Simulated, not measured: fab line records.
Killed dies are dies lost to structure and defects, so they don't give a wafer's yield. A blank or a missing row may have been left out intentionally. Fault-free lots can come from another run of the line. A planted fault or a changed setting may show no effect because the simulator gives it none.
Problem report in the 8D (eight disciplines) form, filled by code | flow sfq-line | the parts of the form that need people (team, actions taken, sign-off) are left out

== 1. WHAT WENT WRONG ==
Wafers without a fault read 0.987 a.u., standard deviation 0.0059; oes-product-au at SFQ_TRILAYER_R5_ETCH_METAL_ETCH_139 reads a mean of 0.871 a.u. on 5 wafers belonging to 3 lots. Measured from the usual mean, that is -20 standard deviations.
The step: etches the open film in Cl2, stops on SiO2, target depth 60 nm, time 40 s.
First seen on wafer L581.1, day 65 14:43, on rie-metal-04. At this step, 21 wafers from 7 lots have a number in the record. By rule, "out" or "out of limits" means more than 4 standard deviations away from the usual mean. Any other wafer with a number is counted as sound.

== 2. WHAT IT IS AND WHAT IT IS NOT ==
question                    | is                                     | is not
which readings at this step | oes-product-au                         | drypump-motor-current-A
which lots                  | L581, L582, L584                       | L569, L573, L574, L580
which wafers of those lots  | L581.1, L581.5, L582.1, L582.5, L584.5 | L581.3, L582.6, L584.3, L584.6
read on which tools         | rie-metal-04                           | rie-metal-03
when                        | from day 65 14:43                      | up to then (13 sound wafers); but 3 sound wafers of L582, L584 came after

== 3. SUSPECTS, AND WHAT RULES EACH OUT ==
Counting: a tool at a process step up to the reading stays a suspect if it ran every lot that is out. Sound lots after the first of them don't rule it out here, since some wafers of a struck lot are sound.
- rie-metal-04 at SFQ_TRILAYER_R5_BARC_OPEN_METAL_ETCH_177 (etches BARC in O2, target depth 125 nm, time 41.7 s): kept. Every lot that is out went through it, the first being L581 (day 65 14:39); the last sound lot it ran before that was L580 (day 65 11:52).
- rie-metal-04 at SFQ_TRILAYER_R5_ETCH_METAL_ETCH_139 (etches the open film in Cl2, stops on SiO2, target depth 60 nm, time 40 s): kept. Every lot that is out went through it, the first being L581 (day 65 14:43); the last sound lot it ran before that was L580 (day 65 11:55). Out on those wafers are its own readings of oes-product-au.
What counting leaves: rie-metal-04 at SFQ_TRILAYER_R5_BARC_OPEN_METAL_ETCH_177 and rie-metal-04 at SFQ_TRILAYER_R5_ETCH_METAL_ETCH_139.

== 4. THE CAUSE (what the simulator had put in) ==
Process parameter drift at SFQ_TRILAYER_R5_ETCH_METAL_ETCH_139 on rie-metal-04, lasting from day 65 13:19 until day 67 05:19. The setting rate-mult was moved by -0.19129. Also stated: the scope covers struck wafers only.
2 suspects survive the count, and this tool is in that group.

== 5. THE CHAIN OF EFFECTS, in route order ==
Each row: a reading where the mean over the struck wafers with a number is more than 3 standard deviations away from the usual. Scope: only readings with a usual standard deviation given in the record; hours: median across lots of the time from each lot's start at the first step in this table that gives one to its start at this step; sigmas: change in usual standard deviations.
hours | step                                | reading        | usual      | on struck wafers | change | sigmas
0     | SFQ_TRILAYER_R5_ETCH_METAL_ETCH_139 | oes-product-au | 0.987 a.u. | 0.871            | -0.116 | -20
Its process steps:
- SFQ_TRILAYER_R5_ETCH_METAL_ETCH_139: etches the open film in Cl2, stops on SiO2, target depth 60 nm, time 40 s.
At these later measuring or inspecting steps, every struck wafer for which the step has a row has a number for every such reading, and none has moved that far: SFQ_I5_OVL_MEAS_936, SFQ_C5_OVL_MEAS_937, SFQ_M6_RS_MEAS_938, SFQ_M8_BOW_MEAS_951.

== 6. HOW IT WOULD HAVE BEEN CAUGHT EARLIER ==
In this record the first reading out of limits was taken at day 65 14:43, 1 hour after the fault began at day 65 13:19.
